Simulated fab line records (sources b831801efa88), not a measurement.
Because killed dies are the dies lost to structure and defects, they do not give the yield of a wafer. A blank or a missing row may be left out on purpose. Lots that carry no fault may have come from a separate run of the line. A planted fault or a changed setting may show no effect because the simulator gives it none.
A struck lot beside a sound one    flow sky130    43 steps out of a route of 708
Sound: these wafers, L930.2, L930.4, L930.5. Struck: wafers L938.4, L938.5 (left out: L938.3, a lot-mate that was not struck); the cause follows at the end.
Each step with rows lists, per side, the tool, then ch with its chambers, then its first start. Under that, the readings that differ: sound wafers    struck wafers    difference of the means    sigmas: that difference in standard deviations of wafers without a fault.
alike: readings with means less than 2 such deviations apart, plus words and numbers identical on both sides. not compared: withheld readings, readings lacking a value on some wafer, bounds such as >300 that could conceal the same value, and numbers that have no deviation in the record and whose values overlap.
A row with sigmas, a row that says differs or no value, or rows on one side alone: a step with any of these is where the two part. When numbers do not overlap yet have no deviation, they are printed without sigmas and do not part them. A reading missing from all wafers of one side parts the sides only when that side holds two or more wafers.

SKY_METAL4_CD_MEAS_13: target cd 300 nm.
  struck on cdSem-02, day 44 17:42; sound on cdSem-02, day 42 12:59
  alike: cdNm
SKY_METAL4_OVL_MEAS_14:
  struck on overlay-02, day 44 17:47; sound on overlay-02, day 42 13:06
  alike: METAL4_OVL
then, 3 steps without rows for these wafers: SKY_METAL4_DESCUM_15 (chemistry O2, time 8 s); SKY_METAL4_ETCH_16 (etches BARC in N2/H2, stops on SiO2, time 88.2 s, target depth 60 nm); SKY_METAL4_ETCH_17 (etches SiO2 in C4F8/O2/Ar, stops on TiN, time 3.9 s, target depth 15 nm).
SKY_METAL4_METAL_ETCH_18: etches the open film in Cl2/BCl3, stops on SiO2, target depth 845 nm, time 183.1 s.
  sound on rieMetal-04 ch 0, day 42 13:25; struck on rieMetal-02 ch 1, day 44 18:01
reading                   sound                 struck         difference  sigmas
drypumpMotorCurrentA (A)  4.9 4.9 5.0           5.9 5.9        +1.0        +2
rfFwdPowerW (W)           901.4 905.3 900.1     896.1 894.6    -6.9        -2
throttleValvePct (%)      22.255 22.254 22.248  22.280 22.269  +0.022      +2
  alike: bcl3FlowSccm, oesProductAu
  not compared: rfHoursCounterH
then, 5 steps without rows for these wafers: SKY_METAL4_STRIP_19 (strips in O2/N2); SKY_METAL4_STRIP_20 (strips in post etch residue remover, time 1200 s); SKY_METAL4_CLEAN_21 (cleans in IPA, time 180 s); SKY_METAL4_CLEAN_22 (cleans in O3/DIW); SKY_VIA4_HDPCVD_00 (deposits SiO2, target thk 1750 nm, time 291.7 s).
SKY_VIA4_THK_MEAS_01:
  struck on filmMetro-03, day 44 18:56; sound on filmMetro-02, day 42 14:22
  alike: VIA4_HDPCVD_THK
SKY_VIA4_CMP_02: polishes SiO2.
  sound on cmp-02 ch 1,2,3, day 42 14:25; struck on cmp-02 ch 0, day 44 18:58
reading            sound           struck     difference  sigmas
motorCurrentA (A)  10.4 12.4 11.3  13.4 13.8  +2.2        +2
SKY_VIA4_BOW_MEAS_03:
  struck on filmMetro-03, day 44 19:19; sound on filmMetro-03, day 42 14:44
  alike: VIA4_BOW
then, 7 steps without rows for these wafers: SKY_VIA4_DEHYDRATE_04 (time 60 s); SKY_VIA4_HMDS_05 (prime time 60 s); SKY_VIA4_COAT_06 (resist thk 1140 nm); SKY_VIA4_SOFTBAKE_07 (time 60 s); SKY_VIA4_EXPOSE_08 (exposes mask VIM4, target cd 800 nm); SKY_VIA4_PEB_09; SKY_VIA4_DEVELOP_10 (develop time 60 s).
SKY_VIA4_OVL_MEAS_11:
  struck on overlay-01, day 45 16:41; sound on overlay-01, day 43 13:41
reading        sound        struck   difference  sigmas
VIA4_OVL (nm)  4.2 3.7 2.9  0.5 0.6  -3.0        -2
SKY_VIA4_ETCH_12: etches SiO2 in C4F8/O2/Ar, stops on TiN, target depth 580 nm.
  sound on rieDiel-03 ch 1,2,3, day 43 13:43; struck on rieDiel-03 ch 1,3, day 45 16:43
  alike: oesProductAu, rfFwdPowerW
then, 5 steps without rows for these wafers: SKY_VIA4_STRIP_13 (strips in O2/N2); SKY_VIA4_STRIP_14 (strips in post etch residue remover, time 1200 s); SKY_VIA4_CLEAN_15 (cleans in IPA, time 180 s); SKY_VIA4_CLEAN_16 (cleans in O3/DIW); SKY_VIA4_SPUTTER_17 (material TiN, target thk 20 nm, time 80 s).
SKY_VIA4_CVD_18: deposits W, target thk 505 nm, time 152.14 s.
  sound on cvdW-01 ch 0,1, day 43 14:31; struck on cvdW-02 ch 0,1, day 45 17:29
  alike: heaterPowerW
SKY_VIA4_RS_MEAS_19: measurement is done with a four-point probe.
  struck on filmMetro-01, day 45 17:38; sound on filmMetro-02, day 43 14:41
  alike: VIA4_W_RS
SKY_VIA4_THK_MEAS_20: measures by xrf.
  struck on filmMetro-01, day 45 17:44; sound on filmMetro-02, day 43 14:48
  alike: VIA4_W_THK
then, 1 step without rows for these wafers: SKY_VIA4_CMP_21 (polishes, stops on SiO2, t overpolish 25 s, target thk 0 nm).
SKY_METAL5_SPUTTER_00: material Ti, target thk 15 nm, time 10 s.
  struck on pvdSputter-02, day 45 18:07; sound on pvdSputter-02, day 43 15:09
  alike: throttleValvePct
then, 3 steps without rows for these wafers: SKY_METAL5_SPUTTER_01 (material TiN, target thk 20 nm, time 16.7 s); SKY_METAL5_SPUTTER_02 (material AlCu, target thk 1150 nm, time 61.2 s); SKY_METAL5_SPUTTER_03 (material Ti, target thk 5 nm, time 3.3 s).
SKY_METAL5_SPUTTER_04: material TiN, target thk 70 nm, time 58.3 s.
  struck on pvdSputter-02, day 45 18:14; sound on pvdSputter-02, day 43 15:16
  alike: throttleValvePct
SKY_METAL5_RS_MEAS_05: measurement is done with a four-point probe.
  struck on filmMetro-03, day 45 18:19; sound on filmMetro-02, day 43 15:20
  alike: METAL5_ALCU_RS
SKY_METAL5_THK_MEAS_06: measures by xrf.
  struck on filmMetro-03, day 45 18:25; sound on filmMetro-02, day 43 15:27
  alike: METAL5_ALCU_THK
then, 3 steps without rows for these wafers: SKY_METAL5_DEHYDRATE_07 (time 60 s); SKY_METAL5_HMDS_08 (prime time 60 s); SKY_METAL5_COAT_09 (resist thk 1800 nm).
-- the record jumps here: 3 days lie between the struck wafers' starts before and after (it left off in module METAL5 and takes up again in module PAD_OPEN, whose first step shown is number 708 of the route) --
SKY_PAD_OPEN_PROBE_99:
  struck on prober-01, day 48 10:35; sound on prober-02, day 46 12:00
reading                                sound                struck       difference  sigmas
defectLimitedYield (%)                 85.8 80.3 85.4       66.5 66.1    -17.5       -9
killed_at_M4_up                        1 5 0                88 92        +88         +52
killedDies                             70 97 72             165 167      +86         +9
killedOnRim                            19 19 17             29 35        +14         +4
sort_bin_3_pad_short (%)               0.6 0.6 0.8          2.2 2.8      +1.8        +5
sort_bin_5_function (%)                7.9 11.4 9.1         21.7 19.5    +11.1       +8
sort_bin_6_memory (%)                  5.7 7.7 4.7          9.6 11.6     +4.6        +4
sortNPass                              422 395 420          327 325      -86         -9
sortYieldPct (%)                       85.8 80.3 85.4       66.5 66.1    -17.5       -9
model.etest.tester.sortNPass           422 395 420          327 325      -86         
model.etest.tester.sortYieldPct (%)    85.77 80.28 85.37    66.46 66.06  -17.55      
model.etest.tester.sort_bin_5_pct (%)  7.927 11.38 9.146    21.75 19.51  +11.15      
model.etest.tester.sort_bin_6_pct (%)  5.691 7.724 4.675    9.553 11.59  +4.542      
model.etest.tester.sort_bin_3_pct (%)  0.6098 0.6098 0.813  2.236 2.846  +1.863      
  alike: killed_at_M0_to_M3, killedAtContacts, killedAtFrontEnd, killedOpen, killedShort

## WHERE THEY PART
Last at SKY_PAD_OPEN_PROBE_99 as far as this record goes, first at SKY_METAL4_METAL_ETCH_18.

WHY: what had been put in by the simulator
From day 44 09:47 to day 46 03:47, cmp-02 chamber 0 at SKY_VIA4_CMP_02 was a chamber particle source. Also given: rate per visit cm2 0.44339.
